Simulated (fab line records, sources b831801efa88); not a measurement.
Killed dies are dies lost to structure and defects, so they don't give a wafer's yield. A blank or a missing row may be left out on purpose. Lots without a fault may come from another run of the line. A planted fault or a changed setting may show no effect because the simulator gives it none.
fab line records | flow sky130 | part 1 of 2: steps 1 to 24 of 32
record lots=5 wafers=15 last_day=50
route steps=708 shown VIA2@520 METAL3@532 CAPM@537
lots that met no fault: from a run of the same line without faults
start_h: hours from the record's first day to the start of the lot's first wafer shown | wait_h: hours since the lot's step before | " the same as in the row above | L1.1+2: a row that stands for several wafers | - no value, or no start given | * or withheld: withheld | < > ~ a bound
route shown NAME@n: a module of which the file shows steps, and the number in the route of the first | usual: mean/standard deviation of fault-free wafers | same: alike in all rows | chamber/n: place in a boat | sites: the reading at each site | _std_site: their standard deviation | _edge_site: outer sites' mean less inner sites' | radius_mm: how far each site lies from the wafer's centre | mask NAME#n: copy n | behind: the tool/chamber that last shaped the wafer | hold: why the lot was held/for how many hours/how that ended | device: the transistor (n, p or np) that didn't switch | end of line: the same wafers' tests at the end of the route | a step without rows: its recipe alone | killed: dies lost to structure and defects at the first sort, not the wafer's yield | map: a wafer's dies, x killed, . not, _ none there
set.NAME: the setting as run; set.NAME@STEP: as run at that earlier step | model.NAME: the simulator's own value behind a step, which no gauge read
lots at some steps of the route; a table a step, a row a wafer
services: from which hour (start_h, from the record's first day; less than 0 if before it) a tool's chamber was out of use, for how many hours, and why
## steps
# step SKY_VIA2_OVL_MEAS_13
# usual VIA2_OVL=0/5
# columns lot.wafer tool chamber start_h wait_h VIA2_OVL[nm]
L081.1 overlay-02 - 901.39 0.1 -4
L081.2 " - " " -5
L081.4 " - " " -7
L083.1 overlay-01 - 921.29 0.1 2
L083.3 " - " " 3
L083.6 " - " " -3
L087.1 overlay-01 - 965.45 0.1 -1
L087.3 " - " " 4
L087.6 " - " " 3
L091.1 overlay-01 - 968.34 0.1 -11
L091.3 " - " " 4
L091.4 " - " " -6
L097.1 overlay-02 - 1006.04 0.1 4
L097.3 " - " " 10
L097.6 " - " " 6
# step SKY_VIA2_ETCH_14
# recipe chemistry=N2/H2 target=BARC ion_energy_ev=200 source_w=500 bias_w=100 pressure_mtorr=30 n2_flow_sccm=100 h2_flow_sccm=200 stop_on=SiO2 time_s=45.9 target_depth_a=600
# usual drypump_motor_current_A=5.6/0.43 h2_flow_sccm=200.0/0.64 oes_product_au=0.857/0.0047 throttle_valve_pct=13.225/0.0092
# same time_s=45.9
# columns lot.wafer tool chamber start_h wait_h drypump_motor_current_A h2_flow_sccm oes_product_au rf_hours_counter_h throttle_valve_pct
L081.1 rie_diel-04 2 901.43 0.0 5.2 201.0 0.866 18 13.231
L081.2 " 0 " " 5.1 200.1 0.854 6 13.220
L081.4 " 1 " " 5.8 200.5 0.854 25 13.243
L083.1 rie_diel-03 2 921.33 0.0 6.3 199.9 0.846 10 13.217
L083.3 " 1 " " 5.5 199.7 0.852 9 13.231
L083.6 " 0 " " 5.9 200.2 0.855 - 13.223
L087.1 rie_diel-03 3 965.49 0.0 5.5 200.4 0.859 21 13.210
L087.3 " 1 " " 5.5 200.6 0.851 11 13.248
L087.6 " 3 " " 5.5 200.8 0.856 - 13.221
L091.1 rie_diel-03 2 968.38 0.0 6.3 199.2 0.851 11 13.223
L091.3 " 3 " " 5.5 200.0 0.856 21 13.232
L091.4 " 1 " " 5.5 198.7 0.855 11 13.227
L097.1 rie_diel-04 2 1006.08 0.0 5.2 200.4 0.855 22 13.238
L097.3 " 0 " " 5.1 200.3 0.861 10 13.227
L097.6 " 2 " " 5.2 200.7 0.860 - 13.222
# step SKY_VIA2_ETCH_15
# recipe target=SiO2 chemistry=C4F8/O2/Ar target_depth_nm=546 stop_on=TiN mask_material=KrF-thick source_w=1500 bias_w=1200 pressure_mtorr=40 c4f8_flow_sccm=withheld O2_flow_sccm=6 Ar_flow_sccm=300 time_s=84
# usual oes_product_au=0.939/0.0048
# same time_s=84
# columns lot.wafer tool chamber start_h wait_h oes_product_au rf_hours_counter_h
L081.1 rie_diel-04 2 901.47 0.0 0.943 18
L081.2 " 0 " " 0.942 6
L081.4 " 1 " " 0.941 25
L083.1 rie_diel-03 2 921.37 0.0 0.940 10
L083.3 " 1 " " 0.946 10
L083.6 " 0 " " 0.934 -
L087.1 rie_diel-03 3 965.53 0.0 0.937 21
L087.3 " 1 " " 0.935 11
L087.6 " 3 " " 0.941 -
L091.1 rie_diel-03 2 968.42 0.0 0.945 12
L091.3 " 3 " " 0.940 21
L091.4 " 1 " " 0.943 11
L097.1 rie_diel-04 2 1006.12 0.0 0.935 22
L097.3 " 0 " " 0.939 10
L097.6 " 2 " " 0.938 -
# step SKY_VIA2_STRIP_16
# recipe chemistry=O2/N2 power_w=1400 pressure_mtorr=1500 platen_temp_c=withheld o2_flow_sccm=3000 n2_flow_sccm=300 overash_fraction=0.5
# usual drypump_motor_current_A=5.6/0.43 oes_product_au=0.399/0.0046 strip_time_to_endpoint_s=4.054/0.02
# same overash_fraction=0.5
# columns lot.wafer tool chamber start_h wait_h drypump_motor_current_A oes_product_au rf_hours_counter_h strip_time_to_endpoint_s
L081.1 plasma_asher-01 0 901.53 0.0 5.8 0.396 16 4.031
L081.2 " 1 " " 5.9 0.393 16 4.023
L081.4 " 0 " " 5.8 0.403 - 4.038
L083.1 plasma_asher-04 0 921.43 0.0 5.8 0.404 50 4.034
L083.3 " 0 " " 5.8 0.396 - 4.045
L083.6 " 1 " " 6.0 0.400 - 4.039
L087.1 plasma_asher-01 0 965.59 0.0 5.9 0.399 23 4.060
L087.3 " 1 " " 5.9 0.411 - 4.048
L087.6 " 1 " " 5.9 0.401 - 4.049
L091.1 plasma_asher-01 0 968.48 0.0 5.8 0.399 23 4.044
L091.3 " 1 " " 6.0 0.401 - 4.056
L091.4 " 0 " " 5.8 0.403 - 4.076
L097.1 plasma_asher-04 0 1006.18 0.0 5.8 0.400 57 4.052
L097.3 " 1 " " 6.0 0.397 - 4.010
L097.6 " 1 " " 6.0 0.396 - 4.028
# step SKY_VIA2_STRIP_17
# recipe chemistry=post_etch_residue_remover time_s=1200 temp_c=72.5
# usual temp_c=72.50/0.11
# same time_s=1200
# columns lot.wafer tool chamber start_h wait_h temp_c
L081.1 wet_bench-01 2 901.63 0.1 72.54
L081.2 " 2 " " 72.49
L081.4 " 2 " " 72.39
L083.1 wet_bench-02 1 921.53 0.1 72.52
L083.3 " 1 " " 72.44
L083.6 " 1 " " 72.33
L087.1 wet_bench-01 0 965.69 0.1 72.63
L087.3 " 0 " " 72.59
L087.6 " 0 " " 72.56
L091.1 wet_bench-02 2 968.58 0.1 72.60
L091.3 " 2 " " 72.63
L091.4 " 2 " " 72.68
L097.1 wet_bench-02 0 1006.28 0.1 72.50
L097.3 " 0 " " 72.46
L097.6 " 0 " " 72.52
# step SKY_VIA2_CLEAN_18
# recipe chemistry=IPA time_s=180 temp_c=25
# usual temp_c=25.01/0.11
# same time_s=180
# columns lot.wafer tool chamber start_h wait_h temp_c
L081.1 wet_bench-02 2 901.97 0.0 24.81
L081.2 " 2 " " 24.89
L081.4 " 2 " " 24.99
L083.1 wet_bench-01 0 921.90 0.0 25.05
L083.3 " 0 " " 24.98
L083.6 " 0 " " 24.97
L087.1 wet_bench-02 3 966.03 0.0 24.91
L087.3 " 3 " " 24.96
L087.6 " 3 " " 24.92
L091.1 wet_bench-02 3 968.92 0.0 25.09
L091.3 " 3 " " 25.10
L091.4 " 3 " " 25.12
L097.1 wet_bench-03 2 1006.66 0.0 24.73
L097.3 " 2 " " 25.02
L097.6 " 2 " " 24.89
# step SKY_VIA2_CLEAN_19
# recipe chemistry=O3/DIW dry=n2_spin
# columns lot.wafer tool chamber start_h wait_h
L081.1+2+4 wet_bench-03 3 902.03 0.0
L083.1+3+6 wet_bench-02 0 921.96 0.0
L087.1+3+6 wet_bench-03 1 966.09 0.0
L091.1+3+4 wet_bench-01 0 968.98 0.0
L097.1+3+6 wet_bench-01 1 1006.72 0.0
# step SKY_VIA2_SPUTTER_20
# recipe material=TiN target_thk_nm=20 chamber_pressure_pa=5 power_w=4000 time_s=80
# usual throttle_valve_pct=29.9/1
# same time_s=80
# columns lot.wafer tool chamber start_h wait_h throttle_valve_pct
L081.1 pvd_sputter-02 - 902.12 0.0 30.9
L081.2 " - " " 30.0
L081.4 " - " " 30.5
L083.1 pvd_sputter-04 - 922.06 0.0 29.3
L083.3 " - " " 29.0
L083.6 " - " " 29.4
L087.1 pvd_sputter-03 - 966.18 0.0 30.9
L087.3 " - " " 28.9
L087.6 " - " " 31.1
L091.1 pvd_sputter-03 - 969.07 0.0 28.8
L091.3 " - " " 30.4
L091.4 " - " " 29.0
L097.1 pvd_sputter-03 - 1006.81 0.0 29.1
L097.3 " - " " 30.8
L097.6 " - " " 29.0
# step SKY_VIA2_CVD_21
# recipe material=W target_thk_nm=420 time_s=126.4 temp_c=400 pressure_torr=40
# usual heater_power_w=878/29
# same time_s=126.4
# columns lot.wafer tool chamber start_h wait_h heater_power_w
L081.1 cvd_w-02 0 902.18 0.0 957
L081.2 " 1 " " 873
L081.4 " 1 " " 901
L083.1 cvd_w-02 1 922.12 0.0 855
L083.3 " 0 " " 839
L083.6 " 0 " " 860
L087.1 cvd_w-02 0 966.24 0.0 871
L087.3 " 0 " " 876
L087.6 " 1 " " 855
L091.1 cvd_w-01 0 969.14 0.0 863
L091.3 " 1 " " 864
L091.4 " 0 " " 877
L097.1 cvd_w-02 0 1006.87 0.0 891
L097.3 " 1 " " 837
L097.6 " 0 " " 894
# step SKY_VIA2_RS_MEAS_22
# recipe thk_meas_gauge=four-point-probe reads=W_of_VIA2_CVD_21+TiN_of_VIA2_SPUTTER_20
# usual VIA2_W_RS=0.267/0.0052
# columns lot.wafer tool chamber start_h wait_h VIA2_W_RS[ohm/sq]
L081.1 film_metro-02 - 902.31 0.1 0.260
L081.2 " - " " 0.270
L081.4 " - " " 0.271
L083.1 film_metro-03 - 922.25 0.1 0.271
L083.3 " - " " 0.257
L083.6 " - " " 0.259
L087.1 film_metro-01 - 966.37 0.1 0.261
L087.3 " - " " 0.264
L087.6 " - " " 0.273
L091.1 film_metro-03 - 969.27 0.1 0.271
L091.3 " - " " 0.270
L091.4 " - " " 0.270
L097.1 film_metro-03 - 1007.00 0.1 0.262
L097.3 " - " " 0.273
L097.6 " - " " 0.264
# step SKY_VIA2_THK_MEAS_23
# recipe thk_meas_gauge=xrf reads=W_of_VIA2_CVD_21
# usual VIA2_W_THK=424/9.8
# columns lot.wafer tool chamber start_h wait_h VIA2_W_THK[nm]
L081.1 film_metro-02 - 902.43 0.1 446
L081.2 " - " " 426
L081.4 " - " " 426
L083.1 film_metro-03 - 922.37 0.1 421
L083.3 " - " " 441
L083.6 " - " " 442
L087.1 film_metro-01 - 966.49 0.1 439
L087.3 " - " " 435
L087.6 " - " " 421
L091.1 film_metro-03 - 969.39 0.1 415
L091.3 " - " " 413
L091.4 " - " " 414
L097.1 film_metro-03 - 1007.12 0.1 430
L097.3 " - " " 412
L097.6 " - " " 429
# step SKY_VIA2_CMP_24
# recipe stop_on=SiO2 t_overpolish_s=20 down_force_psi=3.5 platen_rpm=60 target_thk_nm=0 pad_velocity_m_s=0.94248
# usual motor_current_A=10.9/1.6 overpolish_run_s=20.000/0.0091 retaining_ring_pressure_frac=1.000/0.0051 slurry_flow_ml_min=150.0/0.5 time_to_endpoint_s=104/4.8
# columns lot.wafer tool chamber start_h wait_h motor_current_A overpolish_run_s retaining_ring_pressure_frac slurry_flow_ml_min time_to_endpoint_s
L081.2 cmp-02 3 902.49 0.0 12.7 20.000 0.997 150.4 99
L081.1 " 0 " " 11.0 20.013 0.999 149.3 107
L081.4 " 1 " " 12.1 20.002 1.009 149.9 98
L083.3 cmp-01 0 922.43 0.0 8.5 20.000 0.997 149.4 111
L083.1 " 1 " " 11.9 19.995 1.005 149.7 104
L083.6 " 0 " " 8.7 20.001 1.001 151.0 114
L087.3 cmp-01 0 966.55 0.0 8.8 19.997 1.003 150.0 113
L087.1 " 3 " " 8.5 19.988 1.004 149.6 113
L087.6 " 0 " " 8.3 19.994 0.999 150.4 105
L091.3 cmp-02 1 969.45 0.0 11.9 20.003 1.000 150.1 107
L091.1 " 2 " " 13.2 19.993 1.005 149.7 109
L091.4 " 3 " " 12.1 19.993 1.000 149.3 107
L097.3 cmp-02 2 1007.18 0.0 12.1 19.977 0.990 150.4 106
L097.1 " 0 " " 11.3 20.012 1.001 150.3 113
L097.6 " 2 " " 12.3 19.999 0.985 150.2 109
# step SKY_METAL3_SPUTTER_00
# recipe material=Ti target_thk_nm=15 power_w=3000 time_s=10 chamber_pressure_pa=0.4
# usual throttle_valve_pct=30.0/1
# same time_s=10
# columns lot.wafer tool chamber start_h wait_h throttle_valve_pct
L081.1 pvd_sputter-01 - 902.82 0.2 30.2
L081.2 " - " " 31.5
L081.4 " - " " 29.7
L083.1 pvd_sputter-02 - 922.73 0.2 30.4
L083.3 " - " " 30.9
L083.6 " - " " 30.0
L087.1 pvd_sputter-02 - 966.85 0.1 30.9
L087.3 " - " " 28.2
L087.6 " - " " 31.0
L091.1 pvd_sputter-02 - 969.75 0.2 31.1
L091.3 " - " " 30.2
L091.4 " - " " 29.9
L097.1 pvd_sputter-01 - 1007.48 0.1 29.7
L097.3 " - " " 31.2
L097.6 " - " " 29.5
# step SKY_METAL3_SPUTTER_01
# recipe material=TiN target_thk_nm=20 power_w=6500 time_s=16.7 chamber_pressure_pa=0.4
# usual throttle_valve_pct=30.0/1
# same time_s=16.7
# columns lot.wafer tool chamber start_h wait_h throttle_valve_pct
L081.1 pvd_sputter-01 - 902.84 0.0 30.3
L081.2 " - " " 31.4
L081.4 " - " " 29.2
L083.1 pvd_sputter-02 - 922.76 0.0 30.7
L083.3 " - " " 31.2
L083.6 " - " " 30.1
L087.1 pvd_sputter-02 - 966.88 0.0 31.1
L087.3 " - " " 28.3
L087.6 " - " " 30.9
L091.1 pvd_sputter-02 - 969.77 0.0 31.0
L091.3 " - " " 29.8
L091.4 " - " " 29.9
L097.1 pvd_sputter-01 - 1007.50 0.0 29.5
L097.3 " - " " 31.1
L097.6 " - " " 29.6
# step SKY_METAL3_SPUTTER_02
# recipe material=AlCu target_thk_nm=735 power_w=10600 time_s=39.1 chamber_pressure_pa=0.4
# usual throttle_valve_pct=30.0/1
# same time_s=39.1
# columns lot.wafer tool chamber start_h wait_h throttle_valve_pct
L081.1 pvd_sputter-01 - 902.87 0.0 30.3
L081.2 " - " " 31.5
L081.4 " - " " 29.6
L083.1 pvd_sputter-02 - 922.78 0.0 30.4
L083.3 " - " " 31.0
L083.6 " - " " 30.1
L087.1 pvd_sputter-02 - 966.90 0.0 30.9
L087.3 " - " " 28.4
L087.6 " - " " 31.0
L091.1 pvd_sputter-02 - 969.79 0.0 31.2
L091.3 " - " " 30.2
L091.4 " - " " 30.3
L097.1 pvd_sputter-01 - 1007.53 0.0 29.7
L097.3 " - " " 31.2
L097.6 " - " " 29.6
# step SKY_METAL3_SPUTTER_03
# recipe material=Ti target_thk_nm=5 power_w=3000 time_s=3.3 chamber_pressure_pa=0.4
# usual throttle_valve_pct=30.0/1
# same time_s=3.3
# columns lot.wafer tool chamber start_h wait_h throttle_valve_pct
L081.1 pvd_sputter-01 - 902.90 0.0 30.3
L081.2 " - " " 30.9
L081.4 " - " " 29.7
L083.1 pvd_sputter-02 - 922.82 0.0 30.6
L083.3 " - " " 31.0
L083.6 " - " " 30.0
L087.1 pvd_sputter-02 - 966.94 0.0 30.8
L087.3 " - " " 28.2
L087.6 " - " " 31.0
L091.1 pvd_sputter-02 - 969.83 0.0 31.0
L091.3 " - " " 30.2
L091.4 " - " " 29.9
L097.1 pvd_sputter-01 - 1007.57 0.0 29.5
L097.3 " - " " 31.4
L097.6 " - " " 29.6
# step SKY_METAL3_SPUTTER_04
# recipe material=TiN target_thk_nm=70 power_w=6500 time_s=58.3 chamber_pressure_pa=0.4
# usual throttle_valve_pct=30.0/1
# same time_s=58.3
# columns lot.wafer tool chamber start_h wait_h throttle_valve_pct
L081.1 pvd_sputter-01 - 902.92 0.0 30.2
L081.2 " - " " 31.5
L081.4 " - " " 29.7
L083.1 pvd_sputter-02 - 922.84 0.0 30.4
L083.3 " - " " 31.1
L083.6 " - " " 30.3
L087.1 pvd_sputter-02 - 966.96 0.0 31.1
L087.3 " - " " 28.2
L087.6 " - " " 31.0
L091.1 pvd_sputter-02 - 969.85 0.0 31.1
L091.3 " - " " 30.0
L091.4 " - " " 30.1
L097.1 pvd_sputter-01 - 1007.59 0.0 29.5
L097.3 " - " " 31.1
L097.6 " - " " 29.6
# step SKY_CAPM_CVD_00
# recipe material=SiO2 target_thk_nm=15.5 temp_c=400 time_s=withheld rf_w=450
# usual heater_power_w=690/100
# columns lot.wafer tool chamber start_h wait_h heater_power_w
L081.1 pecvd-03 2 902.97 0.0 688
L081.2 " 1 " " 650
L081.4 " 1 " " 628
L083.1 pecvd-03 0 922.89 0.0 525
L083.3 " 0 " " 535
L083.6 " 2 " " 680
L087.1 pecvd-02 2 967.01 0.0 679
L087.3 " 0 " " 664
L087.6 " 2 " " 672
L091.1 pecvd-03 2 969.90 0.0 766
L091.3 " 1 " " 595
L091.4 " 1 " " 587
L097.1 pecvd-02 0 1007.64 0.0 741
L097.3 " 2 " " 648
L097.6 " 2 " " 643
# step SKY_CAPM_THK_MEAS_01
# recipe reads=SiO2_of_CAPM_CVD_00
# usual CAPM_CVD_00_THK=15.46/0.21
# columns lot.wafer tool chamber start_h wait_h CAPM_CVD_00_THK[nm]
L081.1 film_metro-04 - 903.00 - 15.12
L081.2 " - " " 15.32
L081.4 " - " " 15.42
L083.1 film_metro-04 - 922.92 - 15.42
L083.3 " - " " 15.49
L083.6 " - " " 15.65
L087.1 film_metro-01 - 967.03 - 15.11
L087.3 " - " " 15.13
L087.6 " - " " 15.55
L091.1 film_metro-02 - 969.92 - 15.28
L091.3 " - " " 15.14
L091.4 " - " " 15.29
L097.1 film_metro-01 - 1007.66 - 15.19
L097.3 " - " " 15.53
L097.6 " - " " 15.97
# step SKY_CAPM_SPUTTER_02
# recipe material=TiN target_thk_nm=200 temp_c=300 power_w=6500 time_s=166.7 chamber_pressure_pa=0.4
# usual substrate_temp_c=300.01/0.2 throttle_valve_pct=30.0/0.95
# same time_s=166.7
# columns lot.wafer tool chamber start_h wait_h substrate_temp_c throttle_valve_pct
L081.1 pvd_sputter-04 - 903.06 0.1 299.86 29.3
L081.2 " - " " 300.10 31.8
L081.4 " - " " 300.30 29.4
L083.1 pvd_sputter-04 - 922.98 0.1 299.84 29.1
L083.3 " - " " 300.04 29.4
L083.6 " - " " 300.24 31.9
L087.1 pvd_sputter-04 - 967.09 0.1 300.21 31.5
L087.3 " - " " 300.10 29.4
L087.6 " - " " 299.93 31.6
L091.1 pvd_sputter-04 - 969.98 0.1 299.91 29.6
L091.3 " - " " 299.39 31.6
L091.4 " - " " 299.73 29.1
L097.1 pvd_sputter-04 - 1007.72 0.1 299.85 29.4
L097.3 " - " " 299.94 28.9
L097.6 " - " " 299.94 29.7
# step SKY_CAPM_RS_MEAS_03
# recipe thk_meas_gauge=four-point-probe reads=TiN_of_CAPM_SPUTTER_02
# usual CAPM_TIN_RS=6.94/0.058
# columns lot.wafer tool chamber start_h wait_h CAPM_TIN_RS[ohm/sq]
L081.1 film_metro-01 - 903.17 0.1 6.91
L081.2 " - " " 6.88
L081.4 " - " " 6.89
L083.1 film_metro-01 - 923.09 0.1 6.89
L083.3 " - " " 6.89
L083.6 " - " " 6.91
L087.1 film_metro-04 - 967.20 0.1 6.87
L087.3 " - " " 6.90
L087.6 " - " " 6.98
L091.1 film_metro-01 - 970.09 0.1 6.86
L091.3 " - " " 6.91
L091.4 " - " " 6.85
L097.1 film_metro-02 - 1007.83 0.1 6.89
L097.3 " - " " 6.88
L097.6 " - " " 6.92
# step SKY_CAPM_THK_MEAS_04
# recipe thk_meas_gauge=xrf reads=TiN_of_CAPM_SPUTTER_02
# usual CAPM_TIN_THK=197.9/2.1
# columns lot.wafer tool chamber start_h wait_h CAPM_TIN_THK[nm]
L081.1 film_metro-01 - 903.29 0.1 200.5
L081.2 " - " " 200.3
L081.4 " - " " 200.7
L083.1 film_metro-01 - 923.21 0.1 199.1
L083.3 " - " " 198.7
L083.6 " - " " 199.1
L087.1 film_metro-04 - 967.32 0.1 197.8
L087.3 " - " " 197.0
L087.6 " - " " 195.3
L091.1 film_metro-01 - 970.21 0.1 201.1
L091.3 " - " " 199.9
L091.4 " - " " 201.4
L097.1 film_metro-02 - 1007.95 0.1 198.9
L097.3 " - " " 199.8
L097.6 " - " " 198.5
# step SKY_CAPM_DEHYDRATE_05
# recipe temp_c=200 time_s=60
# usual exhaust_pa=44.9/0.91
# same time_s=60
# columns lot.wafer tool chamber start_h wait_h exhaust_pa
L081.1 litho_track-03 0 914.97 11.7 45.1
L081.2 " 0 " " 45.0
L081.4 " 0 " " 43.2
L083.1 litho_track-03 0 935.72 12.5 45.3
L083.3 " 0 " " 45.5
L083.6 " 0 " " 43.5
L087.1 litho_track-03 0 978.22 10.9 44.6
L087.3 " 0 " " 44.4
L087.6 " 0 " " 45.6
L091.1 litho_track-03 0 981.17 11.0 45.7
L091.3 " 0 " " 45.4
L091.4 " 0 " " 47.1
L097.1 litho_track-03 0 1018.57 10.6 44.4
L097.3 " 0 " " 44.1
L097.6 " 0 " " 43.9
# step SKY_CAPM_HMDS_06
# recipe prime_time_s=60 prime_temp_c=120
# usual exhaust_pa=45.0/0.81
# columns lot.wafer tool chamber start_h wait_h exhaust_pa
L081.1 litho_track-03 0 915.12 0.1 45.0
L081.2 " 0 " " 44.5
L081.4 " 0 " " 45.3
L083.1 litho_track-03 0 935.87 0.1 45.8
L083.3 " 0 " " 44.3
L083.6 " 0 " " 44.5
L087.1 litho_track-03 0 978.37 0.1 44.8
L087.3 " 0 " " 43.4
L087.6 " 0 " " 44.7
L091.1 litho_track-03 0 981.32 0.1 45.2
L091.3 " 0 " " 44.8
L091.4 " 0 " " 45.6
L097.1 litho_track-03 0 1018.72 0.1 43.9
L097.3 " 0 " " 44.8
L097.6 " 0 " " 44.4
